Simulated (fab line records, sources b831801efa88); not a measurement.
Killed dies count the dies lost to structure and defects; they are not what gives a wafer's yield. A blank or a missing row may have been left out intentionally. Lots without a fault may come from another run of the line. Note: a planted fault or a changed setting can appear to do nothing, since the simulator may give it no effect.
The tool behind it: which one? + flow sky130 + 12 lots with 36 wafers sampled at 2 steps, on a route of 708 steps

## WHAT EACH GAUGE READ, for each wafer
SKY_METAL5_THK_MEAS_06: measures by xrf. Usual: for METAL5_ALCU_THK the level is 1142 nm and the standard deviation is 15.
| lot  | measured     | on           | METAL5_ALCU_THK (nm) | flag |
|------|--------------|--------------|----------------------|------|
| L765 | day 42 18:28 | filmMetro-04 | 1138 1134 1147       |      |
| L766 | day 42 22:01 | filmMetro-04 | 1132 1133 1134       |      |
| L768 | day 43 13:03 | filmMetro-04 | 1140 1135 1135       |      |
| L770 | day 44 06:32 | filmMetro-04 | 1145 1122 1114       |      |
| L772 | day 44 20:50 | filmMetro-01 | 1150 1165 1164       |      |
| L773 | day 45 07:25 | filmMetro-04 | 1131 1132 1125       |      |
| L775 | day 45 16:14 | filmMetro-04 | 1127 1137 1139       |      |
| L776 | day 45 17:56 | filmMetro-04 | 1152 1148 1146       |      |
| L777 | day 46 06:17 | filmMetro-04 | 1135 1131 1145       |      |
| L780 | day 46 22:09 | filmMetro-04 | 1153 1145 1152       |      |
| L783 | day 47 11:47 | filmMetro-04 | 1151 1155 1140       |      |
| L785 | day 48 04:11 | filmMetro-01 | 1164 1169 1168       |      |

## EACH LOT AND THE TOOL THAT RAN IT (in order: tool; ch and the chambers of the sampled wafers; start)
| lot  | SKY_METAL1_SPUTTER_01       |
|------|-----------------------------|
| L765 | pvdSputter-02, day 31 13:30 |
| L766 | pvdSputter-01, day 31 18:23 |
| L768 | pvdSputter-01, day 32 10:33 |
| L770 | pvdSputter-01, day 33 08:20 |
| L772 | pvdSputter-04, day 34 00:24 |
| L773 | pvdSputter-02, day 34 13:29 |
| L775 | pvdSputter-01, day 35 00:13 |
| L776 | pvdSputter-02, day 35 05:07 |
| L777 | pvdSputter-04, day 35 16:40 |
| L780 | pvdSputter-04, day 36 16:20 |
| L783 | pvdSputter-01, day 37 07:32 |
| L785 | pvdSputter-01, day 38 03:31 |
- SKY_METAL1_SPUTTER_01: material TiN, target thk 20 nm, time 16.7 s.

## WHAT THE TOOLS THEMSELVES READ (means of the sampled wafers that have a number; where no wafer has one, the mark that the record gives instead)
SKY_METAL1_SPUTTER_01. Usual: throttleValvePct reads 30.4 % (standard deviation 1.2).
| lot  | tool          | throttleValvePct (%) | flag |
|------|---------------|----------------------|------|
| L765 | pvdSputter-02 | 31.2                 |      |
| L766 | pvdSputter-01 | 30.0                 |      |
| L768 | pvdSputter-01 | 30.2                 |      |
| L770 | pvdSputter-01 | 30.0                 |      |
| L772 | pvdSputter-04 | 30.0                 |      |
| L773 | pvdSputter-02 | 30.8                 |      |
| L775 | pvdSputter-01 | 30.6                 |      |
| L776 | pvdSputter-02 | 30.2                 |      |
| L777 | pvdSputter-04 | 29.5                 |      |
| L780 | pvdSputter-04 | 30.6                 |      |
| L783 | pvdSputter-01 | 30.1                 |      |
| L785 | pvdSputter-01 | 30.0                 |      |

## THE ANSWER, worked out from the rows above alone
Rule: a lot is off if the mean of its wafers that have a number lies more than 3 standard deviations from the usual mean. A lot without any number at a reading at which 4 lots or more have one is off too. The other lots that the step has rows for count as sound. The gauges are gone through in route order, then the tools' own readings, and for those a lot's mean is taken as printed above. The first step at which some lot is off is used, and at that step the reading that is off furthest; a lot without a number counts as furthest.
No lot is off at any reading shown: from this, nothing can be told.

## WHAT THE SIMULATOR HAD PUT IN
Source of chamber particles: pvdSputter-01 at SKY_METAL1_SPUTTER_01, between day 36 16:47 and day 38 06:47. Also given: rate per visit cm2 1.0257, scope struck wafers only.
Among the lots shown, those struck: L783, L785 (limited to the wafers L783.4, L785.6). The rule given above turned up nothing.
